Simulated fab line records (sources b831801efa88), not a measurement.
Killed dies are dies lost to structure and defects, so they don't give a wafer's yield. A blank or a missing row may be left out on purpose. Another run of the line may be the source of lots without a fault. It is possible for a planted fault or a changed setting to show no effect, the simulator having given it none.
Which tool was responsible? / flow sfqLine / 14 lots, 40 wafers sampled, at 6 steps of a route of 325

WHAT THE GAUGES READ, wafer by wafer
Not one reading of a measure or inspect step in the record can be checked against a usual standard deviation.

WHICH TOOL RAN EACH LOT (tool, then ch and the chambers of the sampled wafers, then the start)
lot=L922; SFQ_TRILAYER_M1_ETCH_METAL_ETCH_042=rieMetal-02 ch 0,1, day 14 16:42; SFQ_TRILAYER_M2_DEP_SPUTTER_055=pvdSputter-03, day 20 17:34; SFQ_TRILAYER_I2_CMP_CMP_064=cmp-01 ch 2,3, day 20 23:59; SFQ_TRILAYER_I2_METRO_MEASURE_065=filmMetro-04, day 21 02:49; SFQ_TRILAYER_I2_VIA_ETCH_VIA_ETCH_070=rieDiel-01 ch 2,3, day 21 06:08; SFQ_TRILAYER_I2_VIA_STRIP_STRIP_071=rieMetal-03 ch 0,1, day 21 06:15
lot=L923; SFQ_TRILAYER_M1_ETCH_METAL_ETCH_042=rieMetal-01 ch 0,1, day 14 17:26; SFQ_TRILAYER_M2_DEP_SPUTTER_055=pvdSputter-03, day 21 01:52; SFQ_TRILAYER_I2_CMP_CMP_064=cmp-02 ch 0,1, day 22 00:33; SFQ_TRILAYER_I2_METRO_MEASURE_065=filmMetro-04, day 22 03:52; SFQ_TRILAYER_I2_VIA_ETCH_VIA_ETCH_070=rieDiel-03 ch 0,1, day 22 07:50; SFQ_TRILAYER_I2_VIA_STRIP_STRIP_071=rieMetal-02 ch 0,1, day 22 07:56
lot=L924; SFQ_TRILAYER_M1_ETCH_METAL_ETCH_042=rieMetal-03 ch 0,1, day 14 18:38; SFQ_TRILAYER_M2_DEP_SPUTTER_055=pvdSputter-04, day 21 11:28; SFQ_TRILAYER_I2_CMP_CMP_064=cmp-01 ch 0,2, day 22 01:45; SFQ_TRILAYER_I2_METRO_MEASURE_065=filmMetro-03, day 22 04:52; SFQ_TRILAYER_I2_VIA_ETCH_VIA_ETCH_070=rieDiel-01 ch 0,3, day 22 12:35; SFQ_TRILAYER_I2_VIA_STRIP_STRIP_071=rieMetal-04 ch 0,1, day 22 12:42
lot=L925; SFQ_TRILAYER_M1_ETCH_METAL_ETCH_042=rieMetal-01 ch 0,1, day 14 19:50; SFQ_TRILAYER_M2_DEP_SPUTTER_055=pvdSputter-03, day 21 16:16; SFQ_TRILAYER_I2_CMP_CMP_064=cmp-02 ch 0,1,3, day 22 07:14; SFQ_TRILAYER_I2_METRO_MEASURE_065=filmMetro-01, day 22 10:21; SFQ_TRILAYER_I2_VIA_ETCH_VIA_ETCH_070=rieDiel-03 ch 0,1,2, day 22 13:53; SFQ_TRILAYER_I2_VIA_STRIP_STRIP_071=rieMetal-02 ch 0,1, day 22 13:59
lot=L928; SFQ_TRILAYER_M1_ETCH_METAL_ETCH_042=rieMetal-03 ch 0,1, day 18 20:16; SFQ_TRILAYER_M2_DEP_SPUTTER_055=pvdSputter-06, day 26 03:47; SFQ_TRILAYER_I2_CMP_CMP_064=cmp-02 ch 1,2,3, day 26 08:04; SFQ_TRILAYER_I2_METRO_MEASURE_065=filmMetro-03, day 26 11:11; SFQ_TRILAYER_I2_VIA_ETCH_VIA_ETCH_070=rieDiel-03 ch 0,2,3, day 26 15:45; SFQ_TRILAYER_I2_VIA_STRIP_STRIP_071=rieMetal-04 ch 0,1, day 26 15:52
lot=L929; SFQ_TRILAYER_M1_ETCH_METAL_ETCH_042=rieMetal-02 ch 0,1, day 19 03:35; SFQ_TRILAYER_M2_DEP_SPUTTER_055=pvdSputter-06, day 26 09:56; SFQ_TRILAYER_I2_CMP_CMP_064=cmp-01 ch 2,3, day 26 15:31; SFQ_TRILAYER_I2_METRO_MEASURE_065=filmMetro-01, day 26 18:38; SFQ_TRILAYER_I2_VIA_ETCH_VIA_ETCH_070=rieDiel-03 ch 1,2,3, day 26 22:09; SFQ_TRILAYER_I2_VIA_STRIP_STRIP_071=rieMetal-03 ch 0,1, day 26 22:16
lot=L932; SFQ_TRILAYER_M1_ETCH_METAL_ETCH_042=rieMetal-03 ch 0,1, day 20 09:26; SFQ_TRILAYER_M2_DEP_SPUTTER_055=pvdSputter-03, day 27 10:01; SFQ_TRILAYER_I2_CMP_CMP_064=cmp-01 ch 0,2, day 27 15:48; SFQ_TRILAYER_I2_METRO_MEASURE_065=filmMetro-04, day 27 18:55; SFQ_TRILAYER_I2_VIA_ETCH_VIA_ETCH_070=rieDiel-03 ch 0,1,3, day 28 06:58; SFQ_TRILAYER_I2_VIA_STRIP_STRIP_071=rieMetal-02 ch 0, day 28 07:05
lot=L933; SFQ_TRILAYER_M1_ETCH_METAL_ETCH_042=rieMetal-01 ch 0,1, day 20 20:14; SFQ_TRILAYER_M2_DEP_SPUTTER_055=pvdSputter-03, day 27 18:25; SFQ_TRILAYER_I2_CMP_CMP_064=cmp-01 ch 1,2,3, day 28 00:48; SFQ_TRILAYER_I2_METRO_MEASURE_065=filmMetro-03, day 28 04:07; SFQ_TRILAYER_I2_VIA_ETCH_VIA_ETCH_070=rieDiel-03 ch 0,2,3, day 28 15:22; SFQ_TRILAYER_I2_VIA_STRIP_STRIP_071=rieMetal-03 ch 0,1, day 28 15:29
lot=L935; SFQ_TRILAYER_M1_ETCH_METAL_ETCH_042=rieMetal-01 ch 0,1, day 21 18:58; SFQ_TRILAYER_M2_DEP_SPUTTER_055=pvdSputter-04, day 28 11:28; SFQ_TRILAYER_I2_CMP_CMP_064=cmp-02 ch 1,2,3, day 29 04:37; SFQ_TRILAYER_I2_METRO_MEASURE_065=filmMetro-04, day 29 06:14; SFQ_TRILAYER_I2_VIA_ETCH_VIA_ETCH_070=rieDiel-03 ch 2,3, day 29 10:22; SFQ_TRILAYER_I2_VIA_STRIP_STRIP_071=rieMetal-02 ch 0,1, day 29 10:29
lot=L936; SFQ_TRILAYER_M1_ETCH_METAL_ETCH_042=rieMetal-01 ch 0,1, day 22 02:18; SFQ_TRILAYER_M2_DEP_SPUTTER_055=pvdSputter-06, day 28 17:28; SFQ_TRILAYER_I2_CMP_CMP_064=cmp-01 ch 0,1,2, day 29 06:11; SFQ_TRILAYER_I2_METRO_MEASURE_065=filmMetro-01, day 29 09:18; SFQ_TRILAYER_I2_VIA_ETCH_VIA_ETCH_070=rieDiel-04 ch 1,2,3, day 29 12:49; SFQ_TRILAYER_I2_VIA_STRIP_STRIP_071=rieMetal-03 ch 0,1, day 29 12:56
lot=L937; SFQ_TRILAYER_M1_ETCH_METAL_ETCH_042=rieMetal-03 ch 0,1, day 22 09:38; SFQ_TRILAYER_M2_DEP_SPUTTER_055=pvdSputter-06, day 29 00:40; SFQ_TRILAYER_I2_CMP_CMP_064=cmp-01 ch 0,3, day 29 12:41; SFQ_TRILAYER_I2_METRO_MEASURE_065=filmMetro-01, day 29 15:42; SFQ_TRILAYER_I2_VIA_ETCH_VIA_ETCH_070=rieDiel-03 ch 1,2, day 29 18:49; SFQ_TRILAYER_I2_VIA_STRIP_STRIP_071=rieMetal-03 ch 0,1, day 29 19:08
lot=L938; SFQ_TRILAYER_M1_ETCH_METAL_ETCH_042=rieMetal-03 ch 0,1, day 22 19:11; SFQ_TRILAYER_M2_DEP_SPUTTER_055=pvdSputter-03, day 29 12:14; SFQ_TRILAYER_I2_CMP_CMP_064=cmp-01 ch 0,1, day 29 18:11; SFQ_TRILAYER_I2_METRO_MEASURE_065=filmMetro-03, day 29 21:30; SFQ_TRILAYER_I2_VIA_ETCH_VIA_ETCH_070=rieDiel-04 ch 0,2,3, day 30 03:13; SFQ_TRILAYER_I2_VIA_STRIP_STRIP_071=rieMetal-04 ch 0,1, day 30 03:20
lot=L941; SFQ_TRILAYER_M1_ETCH_METAL_ETCH_042=rieMetal-03 ch 0,1, day 23 15:35; SFQ_TRILAYER_M2_DEP_SPUTTER_055=pvdSputter-04, day 30 08:37; SFQ_TRILAYER_I2_CMP_CMP_064=cmp-02 ch 0,1,3, day 30 14:36; SFQ_TRILAYER_I2_METRO_MEASURE_065=filmMetro-04, day 30 17:13; SFQ_TRILAYER_I2_VIA_ETCH_VIA_ETCH_070=rieDiel-03 ch 2,3, day 30 21:20; SFQ_TRILAYER_I2_VIA_STRIP_STRIP_071=rieMetal-04 ch 0,1, day 30 21:28
lot=L943; SFQ_TRILAYER_M1_ETCH_METAL_ETCH_042=rieMetal-03 ch 1, day 24 00:02; SFQ_TRILAYER_M2_DEP_SPUTTER_055=pvdSputter-04, day 30 18:13; SFQ_TRILAYER_I2_CMP_CMP_064=cmp-01 ch 1, day 31 01:12; SFQ_TRILAYER_I2_METRO_MEASURE_065=filmMetro-04, day 31 03:13; SFQ_TRILAYER_I2_VIA_ETCH_VIA_ETCH_070=rieDiel-01 ch 1, day 31 17:38; SFQ_TRILAYER_I2_VIA_STRIP_STRIP_071=rieMetal-03 ch 0, day 31 17:56
- SFQ_TRILAYER_M1_ETCH_METAL_ETCH_042: etches Nb in Cl2/Ar, stops on SiO2, target depth 240 nm, time 120 s.
- SFQ_TRILAYER_M2_DEP_SPUTTER_055: material Nb, target thk 200 nm, time 133.3 s.
- SFQ_TRILAYER_I2_CMP_CMP_064: polishes SiO2.
- SFQ_TRILAYER_I2_METRO_MEASURE_065
- SFQ_TRILAYER_I2_VIA_ETCH_VIA_ETCH_070: etches SiO2 in CHF3, stops on Nb, target depth 260 nm.
- SFQ_TRILAYER_I2_VIA_STRIP_STRIP_071: strips in O2.

AS READ BY THE TOOLS THEMSELVES (means over the sampled wafers that have a number; for cases with no such wafer, the mark the record gives instead)
SFQ_TRILAYER_M1_ETCH_METAL_ETCH_042. Usual: drypumpMotorCurrentA 5.7 A, standard deviation 0.52; oesProductAu 0.896 a.u., standard deviation 0.0077.
lot=L922; tool=rieMetal-02; drypumpMotorCurrentA (A)=6.1; oesProductAu (a.u.)=0.887; flag=
lot=L923; tool=rieMetal-01; drypumpMotorCurrentA (A)=5.4; oesProductAu (a.u.)=0.897; flag=
lot=L924; tool=rieMetal-03; drypumpMotorCurrentA (A)=5.3; oesProductAu (a.u.)=0.909; flag=
lot=L925; tool=rieMetal-01; drypumpMotorCurrentA (A)=5.4; oesProductAu (a.u.)=0.891; flag=
lot=L928; tool=rieMetal-03; drypumpMotorCurrentA (A)=5.3; oesProductAu (a.u.)=0.904; flag=
lot=L929; tool=rieMetal-02; drypumpMotorCurrentA (A)=6.4; oesProductAu (a.u.)=0.904; flag=
lot=L932; tool=rieMetal-03; drypumpMotorCurrentA (A)=5.3; oesProductAu (a.u.)=0.886; flag=
lot=L933; tool=rieMetal-01; drypumpMotorCurrentA (A)=5.4; oesProductAu (a.u.)=0.897; flag=
lot=L935; tool=rieMetal-01; drypumpMotorCurrentA (A)=5.4; oesProductAu (a.u.)=0.908; flag=
lot=L936; tool=rieMetal-01; drypumpMotorCurrentA (A)=5.6; oesProductAu (a.u.)=0.894; flag=
lot=L937; tool=rieMetal-03; drypumpMotorCurrentA (A)=5.3; oesProductAu (a.u.)=0.895; flag=
lot=L938; tool=rieMetal-03; drypumpMotorCurrentA (A)=5.7; oesProductAu (a.u.)=0.903; flag=
lot=L941; tool=rieMetal-03; drypumpMotorCurrentA (A)=5.6; oesProductAu (a.u.)=0.902; flag=
lot=L943; tool=rieMetal-03; drypumpMotorCurrentA (A)=5.0; oesProductAu (a.u.)=0.893; flag=

SFQ_TRILAYER_M2_DEP_SPUTTER_055. Usual: throttleValvePct reads 29.8 % (standard deviation 0.87).
lot=L922; tool=pvdSputter-03; throttleValvePct (%)=30.0; flag=
lot=L923; tool=pvdSputter-03; throttleValvePct (%)=29.5; flag=
lot=L924; tool=pvdSputter-04; throttleValvePct (%)=29.7; flag=
lot=L925; tool=pvdSputter-03; throttleValvePct (%)=30.5; flag=
lot=L928; tool=pvdSputter-06; throttleValvePct (%)=29.1; flag=
lot=L929; tool=pvdSputter-06; throttleValvePct (%)=29.5; flag=
lot=L932; tool=pvdSputter-03; throttleValvePct (%)=30.4; flag=
lot=L933; tool=pvdSputter-03; throttleValvePct (%)=30.5; flag=
lot=L935; tool=pvdSputter-04; throttleValvePct (%)=30.1; flag=
lot=L936; tool=pvdSputter-06; throttleValvePct (%)=29.3; flag=
lot=L937; tool=pvdSputter-06; throttleValvePct (%)=29.5; flag=
lot=L938; tool=pvdSputter-03; throttleValvePct (%)=29.7; flag=
lot=L941; tool=pvdSputter-04; throttleValvePct (%)=29.2; flag=
lot=L943; tool=pvdSputter-04; throttleValvePct (%)=30.5; flag=

SFQ_TRILAYER_I2_CMP_CMP_064. Usual: motorCurrentA 10.7 A, standard deviation 0.47; slurryFilterDpKPa 13.49 kPa, standard deviation 0.13; timeToEndpointS 214 s, standard deviation 6.2.
lot=L922; tool=cmp-01; motorCurrentA (A)=10.4; slurryFilterDpKPa (kPa)=13.51; timeToEndpointS (s)=204; flag=
lot=L923; tool=cmp-02; motorCurrentA (A)=10.1; slurryFilterDpKPa (kPa)=13.50; timeToEndpointS (s)=225; flag=
lot=L924; tool=cmp-01; motorCurrentA (A)=10.5; slurryFilterDpKPa (kPa)=13.51; timeToEndpointS (s)=214; flag=
lot=L925; tool=cmp-02; motorCurrentA (A)=10.2; slurryFilterDpKPa (kPa)=13.59; timeToEndpointS (s)=212; flag=
lot=L928; tool=cmp-02; motorCurrentA (A)=10.9; slurryFilterDpKPa (kPa)=13.60; timeToEndpointS (s)=214; flag=
lot=L929; tool=cmp-01; motorCurrentA (A)=10.7; slurryFilterDpKPa (kPa)=13.55; timeToEndpointS (s)=220; flag=
lot=L932; tool=cmp-01; motorCurrentA (A)=10.8; slurryFilterDpKPa (kPa)=13.50; timeToEndpointS (s)=218; flag=
lot=L933; tool=cmp-01; motorCurrentA (A)=11.0; slurryFilterDpKPa (kPa)=13.53; timeToEndpointS (s)=205; flag=
lot=L935; tool=cmp-02; motorCurrentA (A)=10.6; slurryFilterDpKPa (kPa)=13.47; timeToEndpointS (s)=214; flag=
lot=L936; tool=cmp-01; motorCurrentA (A)=10.7; slurryFilterDpKPa (kPa)=13.42; timeToEndpointS (s)=210; flag=
lot=L937; tool=cmp-01; motorCurrentA (A)=10.9; slurryFilterDpKPa (kPa)=13.47; timeToEndpointS (s)=233; flag=OFF
lot=L938; tool=cmp-01; motorCurrentA (A)=11.0; slurryFilterDpKPa (kPa)=13.38; timeToEndpointS (s)=258; flag=OFF
lot=L941; tool=cmp-02; motorCurrentA (A)=10.3; slurryFilterDpKPa (kPa)=13.38; timeToEndpointS (s)=212; flag=
lot=L943; tool=cmp-01; motorCurrentA (A)=10.5; slurryFilterDpKPa (kPa)=13.73; timeToEndpointS (s)=215; flag=

SFQ_TRILAYER_I2_METRO_MEASURE_065. Usual: thkNm reads 199.5 nm (standard deviation 0.89).
lot=L922; tool=filmMetro-04; thkNm (nm)=199.1; flag=
lot=L923; tool=filmMetro-04; thkNm (nm)=199.1; flag=
lot=L924; tool=filmMetro-03; thkNm (nm)=199.4; flag=
lot=L925; tool=filmMetro-01; thkNm (nm)=200.5; flag=
lot=L928; tool=filmMetro-03; thkNm (nm)=200.5; flag=
lot=L929; tool=filmMetro-01; thkNm (nm)=200.1; flag=
lot=L932; tool=filmMetro-04; thkNm (nm)=199.9; flag=
lot=L933; tool=filmMetro-03; thkNm (nm)=199.3; flag=
lot=L935; tool=filmMetro-04; thkNm (nm)=199.7; flag=
lot=L936; tool=filmMetro-01; thkNm (nm)=198.7; flag=
lot=L937; tool=filmMetro-01; thkNm (nm)=234.5; flag=OFF
lot=L938; tool=filmMetro-03; thkNm (nm)=269.5; flag=OFF
lot=L941; tool=filmMetro-04; thkNm (nm)=200.1; flag=
lot=L943; tool=filmMetro-04; thkNm (nm)=198.7; flag=

SFQ_TRILAYER_I2_VIA_ETCH_VIA_ETCH_070. Usual: drypumpMotorCurrentA 5.7 A, standard deviation 0.38; oesProductAu 0.853 a.u., standard deviation 0.0048.
lot=L922; tool=rieDiel-01; drypumpMotorCurrentA (A)=5.5; oesProductAu (a.u.)=0.849; flag=
lot=L923; tool=rieDiel-03; drypumpMotorCurrentA (A)=5.8; oesProductAu (a.u.)=0.851; flag=
lot=L924; tool=rieDiel-01; drypumpMotorCurrentA (A)=5.4; oesProductAu (a.u.)=0.854; flag=
lot=L925; tool=rieDiel-03; drypumpMotorCurrentA (A)=5.7; oesProductAu (a.u.)=0.862; flag=
lot=L928; tool=rieDiel-03; drypumpMotorCurrentA (A)=5.8; oesProductAu (a.u.)=0.857; flag=
lot=L929; tool=rieDiel-03; drypumpMotorCurrentA (A)=5.6; oesProductAu (a.u.)=0.860; flag=
lot=L932; tool=rieDiel-03; drypumpMotorCurrentA (A)=5.9; oesProductAu (a.u.)=0.852; flag=
lot=L933; tool=rieDiel-03; drypumpMotorCurrentA (A)=5.8; oesProductAu (a.u.)=0.852; flag=
lot=L935; tool=rieDiel-03; drypumpMotorCurrentA (A)=5.5; oesProductAu (a.u.)=0.850; flag=
lot=L936; tool=rieDiel-04; drypumpMotorCurrentA (A)=5.3; oesProductAu (a.u.)=0.848; flag=
lot=L937; tool=rieDiel-03; drypumpMotorCurrentA (A)=5.5; oesProductAu (a.u.)=0.905; flag=OFF
lot=L938; tool=rieDiel-04; drypumpMotorCurrentA (A)=5.7; oesProductAu (a.u.)=0.949; flag=OFF
lot=L941; tool=rieDiel-03; drypumpMotorCurrentA (A)=5.6; oesProductAu (a.u.)=0.851; flag=
lot=L943; tool=rieDiel-01; drypumpMotorCurrentA (A)=5.8; oesProductAu (a.u.)=0.849; flag=

SFQ_TRILAYER_I2_VIA_STRIP_STRIP_071. Usual: drypumpMotorCurrentA 5.8 A, standard deviation 0.53; oesProductAu 1.000 a.u., standard deviation 0.0065.
lot=L922; tool=rieMetal-03; drypumpMotorCurrentA (A)=5.6; oesProductAu (a.u.)=0.999; flag=
lot=L923; tool=rieMetal-02; drypumpMotorCurrentA (A)=6.2; oesProductAu (a.u.)=0.994; flag=
lot=L924; tool=rieMetal-04; drypumpMotorCurrentA (A)=5.9; oesProductAu (a.u.)=1.000; flag=
lot=L925; tool=rieMetal-02; drypumpMotorCurrentA (A)=6.2; oesProductAu (a.u.)=0.998; flag=
lot=L928; tool=rieMetal-04; drypumpMotorCurrentA (A)=5.9; oesProductAu (a.u.)=0.992; flag=
lot=L929; tool=rieMetal-03; drypumpMotorCurrentA (A)=5.3; oesProductAu (a.u.)=0.999; flag=
lot=L932; tool=rieMetal-02; drypumpMotorCurrentA (A)=6.6; oesProductAu (a.u.)=0.991; flag=
lot=L933; tool=rieMetal-03; drypumpMotorCurrentA (A)=5.6; oesProductAu (a.u.)=0.996; flag=
lot=L935; tool=rieMetal-02; drypumpMotorCurrentA (A)=6.4; oesProductAu (a.u.)=0.998; flag=
lot=L936; tool=rieMetal-03; drypumpMotorCurrentA (A)=5.3; oesProductAu (a.u.)=0.995; flag=
lot=L937; tool=rieMetal-03; drypumpMotorCurrentA (A)=5.3; oesProductAu (a.u.)=0.993; flag=
lot=L938; tool=rieMetal-04; drypumpMotorCurrentA (A)=5.9; oesProductAu (a.u.)=1.003; flag=
lot=L941; tool=rieMetal-04; drypumpMotorCurrentA (A)=5.9; oesProductAu (a.u.)=0.997; flag=
lot=L943; tool=rieMetal-03; drypumpMotorCurrentA (A)=5.9; oesProductAu (a.u.)=1.000; flag=

THE ANSWER, worked out from the rows above alone
Rule: take the mean of a lot's wafers that have a number; if it is more than 3 standard deviations from the usual mean, the lot is off. A lot without any number at a reading at which 4 lots or more have one is off too. Where the step has rows for the other lots, those lots are counted as sound. After the gauges, taken in route order, come the tools' own readings; for these a lot's mean is taken, as printed above. At the first step where some lot is off, the reading lying furthest off is the one used; lots without a number count as furthest.
Off, at SFQ_TRILAYER_I2_CMP_CMP_064 on timeToEndpointS: L937, L938.
If a tool, at that step or one of the process steps before it, ran each lot that is off and ran no sound lot following the first of them, it fits. Of those tried, none fits.

WHAT THE SIMULATOR HAD INSERTED
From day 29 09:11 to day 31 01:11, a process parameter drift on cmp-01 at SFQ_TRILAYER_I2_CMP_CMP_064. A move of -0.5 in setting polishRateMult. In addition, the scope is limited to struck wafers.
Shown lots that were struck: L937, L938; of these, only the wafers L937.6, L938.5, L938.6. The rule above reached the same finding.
